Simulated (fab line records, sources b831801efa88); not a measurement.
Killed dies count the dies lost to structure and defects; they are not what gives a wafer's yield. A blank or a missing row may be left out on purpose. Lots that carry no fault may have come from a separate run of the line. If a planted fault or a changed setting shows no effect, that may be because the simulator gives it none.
Which of the tools did it? :: flow sfq line :: 11 lots, 33 wafers sampled, at 3 steps of a route of 325

WHAT EACH GAUGE READ, for each wafer
SFQ_I2_OVL_MEAS_918.
lot: L603
measured: day 26 09:50
on: overlay-01
I2_OVL (nm): -8 -7 -11

lot: L604
measured: day 27 00:25
on: overlay-01
I2_OVL (nm): -9 -9 -8

lot: L605
measured: day 27 07:37
on: overlay-01
I2_OVL (nm): -9 1 -10

lot: L606
measured: day 27 19:36
on: overlay-01
I2_OVL (nm): 8 9 8

lot: L607
measured: day 28 01:25
on: overlay-02
I2_OVL (nm): 3 -1 1

lot: L614
measured: day 31 14:17
on: overlay-02
I2_OVL (nm): 7 4 3

lot: L616
measured: day 31 22:40
on: overlay-02
I2_OVL (nm): -2 -3 -1

lot: L619
measured: day 32 19:13
on: overlay-01
I2_OVL (nm): 5 2 0

lot: L621
measured: day 33 13:12
on: overlay-02
I2_OVL (nm): -4 3 0

lot: L623
measured: day 34 07:20
on: overlay-01
I2_OVL (nm): 3 5 4

lot: L625
measured: day 34 22:35
on: overlay-02
I2_OVL (nm): -3 -4 -4

WHICH TOOL RAN EACH LOT (tool, then ch and the chambers of the sampled wafers, then the start)
lot: L603
SFQ_TRILAYER_INCOMING_OXIDATION_002: furnace-02 ch 0, day 1 10:07
SFQ_TRILAYER_I0_METRO_MEASURE_029: film metro-03, day 8 18:41

lot: L604
SFQ_TRILAYER_INCOMING_OXIDATION_002: furnace-01 ch 0, day 1 15:07
SFQ_TRILAYER_I0_METRO_MEASURE_029: film metro-03, day 9 03:03

lot: L605
SFQ_TRILAYER_INCOMING_OXIDATION_002: furnace-02 ch 0, day 1 20:07
SFQ_TRILAYER_I0_METRO_MEASURE_029: film metro-01, day 9 12:03

lot: L606
SFQ_TRILAYER_INCOMING_OXIDATION_002: furnace-01 ch 0, day 2 01:07
SFQ_TRILAYER_I0_METRO_MEASURE_029: film metro-03, day 9 16:17

lot: L607
SFQ_TRILAYER_INCOMING_OXIDATION_002: furnace-02 ch 0, day 2 06:07
SFQ_TRILAYER_I0_METRO_MEASURE_029: film metro-03, day 9 22:06

lot: L614
SFQ_TRILAYER_INCOMING_OXIDATION_002: furnace-01 ch 0, day 3 17:07
SFQ_TRILAYER_I0_METRO_MEASURE_029: film metro-03, day 13 00:04

lot: L616
SFQ_TRILAYER_INCOMING_OXIDATION_002: furnace-01 ch 0, day 4 03:07
SFQ_TRILAYER_I0_METRO_MEASURE_029: film metro-03, day 13 05:52

lot: L619
SFQ_TRILAYER_INCOMING_OXIDATION_002: furnace-02 ch 0, day 4 18:13
SFQ_TRILAYER_I0_METRO_MEASURE_029: film metro-03, day 13 19:10

lot: L621
SFQ_TRILAYER_INCOMING_OXIDATION_002: furnace-02 ch 0, day 5 04:07
SFQ_TRILAYER_I0_METRO_MEASURE_029: film metro-03, day 14 09:46

lot: L623
SFQ_TRILAYER_INCOMING_OXIDATION_002: furnace-02 ch 0, day 5 14:07
SFQ_TRILAYER_I0_METRO_MEASURE_029: film metro-01, day 15 00:16

lot: L625
SFQ_TRILAYER_INCOMING_OXIDATION_002: furnace-02 ch 0, day 6 00:07
SFQ_TRILAYER_I0_METRO_MEASURE_029: film metro-03, day 15 14:18
- SFQ_TRILAYER_INCOMING_OXIDATION_002: target thk 500 nm, ox time 4939 s.
- SFQ_TRILAYER_I0_METRO_MEASURE_029

THE ANSWER, worked out from the rows above alone
Rule: the usual values come from the lots themselves. Put in order of their means at a reading, lots are off if they are a third of the lots or fewer, leave a main group of 4 or more, and stand apart from it by a gap of 3 or more times the standard deviation of the main group's means; of several such gaps the widest counts. A main group is skipped when, at the precision printed for the reading in the tables above, its means are all equal. A lot without any number at a reading at which 4 lots or more have one is off too. All remaining lots with rows at the step are treated as sound.
No lot is off on any of the readings shown, so nothing can be concluded from this.

WHAT WAS PUT IN BY THE SIMULATOR
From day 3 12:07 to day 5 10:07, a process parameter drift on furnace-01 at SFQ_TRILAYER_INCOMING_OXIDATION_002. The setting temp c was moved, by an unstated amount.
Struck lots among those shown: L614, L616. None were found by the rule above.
